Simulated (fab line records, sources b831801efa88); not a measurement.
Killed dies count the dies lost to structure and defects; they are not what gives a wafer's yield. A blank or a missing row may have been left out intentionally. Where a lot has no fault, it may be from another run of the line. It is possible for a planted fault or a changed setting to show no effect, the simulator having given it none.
The same fault as seen by 2 desks :: flow gf180mcu :: every desk sees just its own numbers, and what lay behind them comes last

## FOR THE TOOL OWNER'S DESK: furnace-01
The tool's own readings at GF_STI_OXIDATION_01 (stabilise 600 s, purge 300 s, target thk 10 nm): means of the sampled wafers that have a number, for each lot that ran on this tool. The brackets show how far a lot's mean lies from the usual mean; more than 4 standard deviations puts the lot out of limits, marked OUT.
Columns: A = spike tc top C at GF_STI_OXIDATION_01, usual 914 C; B = zone power top pct at GF_STI_OXIDATION_01, usual 34.6 %
lot: L214
first seen here: day 1 15:07
A: 918
B: 37.2

lot: L221
first seen here: day 3 02:17
A: 918
B: 37.5

lot: L223
first seen here: day 3 12:07
A: 918
B: 37.6

lot: L224
first seen here: day 3 17:30
A: 919
B: 37.2

lot: L225
first seen here: day 3 23:08
A: 918
B: 37.3

lot: L227
first seen here: day 4 08:45
A: 918
B: 37.7

lot: L230
first seen here: day 4 23:07
A: 918
B: 37.6
Finding of this desk: none of the 7 lots has anything out of limits.

## METROLOGY DESK
What the gauges read for every lot (on any tool): the sampled wafers with a number, averaged. The brackets show how far a lot's mean lies from the usual mean; more than 4 standard deviations puts the lot out of limits, marked OUT.
Columns: A = cd nm at GF_M5_CD_MEAS_07, usual 279.8 nm
lot: L213
first seen here: day 26 15:29
A: 279.2

lot: L214
first seen here: day 27 01:15
A: 279.2

lot: L215
first seen here: day 27 04:48
A: 278.1

lot: L217
first seen here: day 27 18:38
A: 280.4

lot: L218
first seen here: day 28 03:31
A: 278.9

lot: L219
first seen here: day 28 09:14
A: 279.7

lot: L220
first seen here: day 28 13:52
A: 280.7

lot: L221
first seen here: day 29 01:11
A: 279.5

lot: L222
first seen here: day 29 06:58
A: 279.4

lot: L223
first seen here: day 29 11:58
A: 279.6

lot: L224
first seen here: day 29 21:34
A: 279.5

lot: L225
first seen here: day 30 01:33
A: 277.7

lot: L227
first seen here: day 30 18:05
A: 279.4

lot: L230
first seen here: day 31 10:46
A: 279.4
Finding of this desk: none of the 14 lots has anything out of limits.

## ALL TOGETHER
The desk of the tool owner found nothing out of limits.
At the metrology desk, nothing out of limits was observed.

## WHAT THE SIMULATOR PUT IN
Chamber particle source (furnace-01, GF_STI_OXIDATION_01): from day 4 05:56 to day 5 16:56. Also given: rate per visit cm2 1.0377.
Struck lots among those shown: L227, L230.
